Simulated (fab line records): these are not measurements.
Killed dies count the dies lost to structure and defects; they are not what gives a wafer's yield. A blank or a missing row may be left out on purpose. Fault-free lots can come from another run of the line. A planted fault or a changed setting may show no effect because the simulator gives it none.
Chamber matching + flow sky130 + SKY_PAD_OPEN_ETCH_07 on rie_diel-01 has 4 sister chambers
The step etches the open film in CF4/O2, stops on AlCu, target depth 725 nm, time 161.1 s. 8 wafers are shown with their chamber, then 8 later ones without.

WAFERS WITH THEIR CHAMBER
| wafer  | chamber | oes_product_au (a.u.) | throttle_valve_pct (%) |
|--------|---------|-----------------------|------------------------|
| L087.6 | 1       | 0.977                 | 5.964                  |
| L088.1 | 3       | 0.977                 | 5.971                  |
| L088.2 | 1       | 0.975                 | 5.956                  |
| L088.3 | 0       | 0.969                 | 5.966                  |
| L088.4 | 2       | 0.981                 | 5.963                  |
| L088.5 | 3       | 0.978                 | 5.961                  |
| L088.6 | 0       | 0.981                 | 5.970                  |
| L090.3 | 2       | 0.976                 | 5.972                  |

WAFERS WITHOUT THEIR CHAMBER
| wafer  | oes_product_au (a.u.) | throttle_valve_pct (%) |
|--------|-----------------------|------------------------|
| L090.4 | 0.977                 | 5.983                  |
| L090.5 | 0.970                 | 5.978                  |
| L095.2 | 0.970                 | 5.948                  |
| L095.3 | 0.979                 | 5.952                  |
| L095.5 | 0.977                 | 5.968                  |
| L097.1 | 0.969                 | 5.947                  |
| L097.4 | 0.975                 | 5.948                  |
| L097.5 | 0.973                 | 5.942                  |

WHICH CHAMBER EACH ONE RAN IN
| wafer  | from the rows above               | in truth |
|--------|-----------------------------------|----------|
| L090.4 | can't be placed: 0 or 2 or 3 or 1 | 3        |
| L090.5 | can't be placed: 0 or 2 or 3 or 1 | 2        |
| L095.2 | can't be placed: 1 or 3 or 0 or 2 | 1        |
| L095.3 | can't be placed: 1 or 3 or 2 or 0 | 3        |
| L095.5 | can't be placed: 2 or 3 or 0 or 1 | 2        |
| L097.1 | can't be placed: 1 or 3 or 0 or 2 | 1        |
| L097.4 | can't be placed: 1 or 3 or 2 or 0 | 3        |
| L097.5 | can't be placed: 1 or 3 or 0 or 2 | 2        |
Correct placement for 0 of the 8. Cannot be placed on the basis of these rows: 8; the candidates contain the true chamber in 8. Wrongly placed: 0.
How it was worked out, from the rows above alone: a wafer's distance from a chamber is the root of the sum, over the readings, of the square of ((its reading less the chamber's mean) divided by the reading's scatter). If the next closest chamber is less than 2 further off than the closest, the wafer can't be placed; otherwise it belongs to the closest. Each chamber's mean is taken over the wafers shown for it. The scatter: take each reading less its chamber's mean, square it, sum over the shown wafers, divide by the number of wafers less the number of chambers, and take the root.
